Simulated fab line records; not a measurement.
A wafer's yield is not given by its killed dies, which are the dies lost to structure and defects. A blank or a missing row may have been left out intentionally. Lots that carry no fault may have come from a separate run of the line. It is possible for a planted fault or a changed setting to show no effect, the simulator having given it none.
Code-filled problem report in 8D (eight disciplines) form	flow sky130	the parts of the form that need people (team, actions taken, sign-off) are left out

## 1. PROBLEM STATEMENT
runLengthS at SKY_CONTACT_SOFTBAKE_10 reads a mean of 76.43 s on 2 wafers of 2 lots; wafers without a fault read 119.21 s with a standard deviation of 0.13. So: -99 or more standard deviations from the usual mean.
The step: time 90 s.
First observed at day 35 16:00: wafer L391.5, on lithoTrack-04. Wafers with a number at this step in the record: 38, from 13 lots. Rule for "out" (also "out of limits"): further than 4 standard deviations from the usual mean. The other wafers with a number count as sound.

## 2. WHAT IT IS AND WHAT IT IS NOT
question	is	is not
which readings at this step	runLengthS, heaterPowerTotalW	-
which lots	L391, L393	L377, L379, L380, L381, L382, L383, L389, L394, L395, L399, L400
which wafers of those lots	L391.5, L393.3	L391.6, L393.4, L393.6
read on which tools	lithoTrack-04	lithoTrack-01, lithoTrack-02
when	from day 35 16:00	up to then (22 sound wafers); but 14 sound wafers of L393, L394, L395, L399, L400 came after

## 3. SUSPECTS, AND WHAT RULES EACH OUT
Counting: if a tool at a process step up to the reading ran every lot that is out, it stays a suspect. Sound lots after the first of them don't rule it out here, since some wafers of a struck lot are sound.
- lithoTrack-04 at SKY_CONTACT_SOFTBAKE_10 (time 90 s): kept. Ran every lot that is out, first one L391 (day 35 16:00); last sound lot up to then L382 (day 32 12:00). Out on those wafers are its own readings of heaterPowerTotalW, runLengthS.
After counting, what remains is lithoTrack-04 at SKY_CONTACT_SOFTBAKE_10.

## 4. THE CAUSE (what the simulator had put in)
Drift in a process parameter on lithoTrack-04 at SKY_CONTACT_SOFTBAKE_10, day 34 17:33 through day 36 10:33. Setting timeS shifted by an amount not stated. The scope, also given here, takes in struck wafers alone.
This tool alone remained once counting was done.

## 5. THE EFFECT CHAIN, in route order
Each row: a reading where the mean over the struck wafers with a number is more than 3 standard deviations away from the usual. Only readings whose record carries a usual standard deviation are examined. hours: median over the lots of the time between each lot's start at the first step of this table that gives one and its start at this step. sigmas: the change, counted in usual standard deviations.
hours	step	reading	usual	on struck wafers	change	sigmas
0	SKY_CONTACT_SOFTBAKE_10	heaterPowerTotalW	57.36 W	71.02	+13.66	+99 or more
0	SKY_CONTACT_SOFTBAKE_10	runLengthS	119.21 s	76.43	-42.78	-99 or more
Its process steps:
- SKY_CONTACT_SOFTBAKE_10: time 90 s.

## 6. WHAT WOULD HAVE CAUGHT IT SOONER
In this record no reading fell out of limits until day 35 16:00, 22 hours after the fault had begun at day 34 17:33.
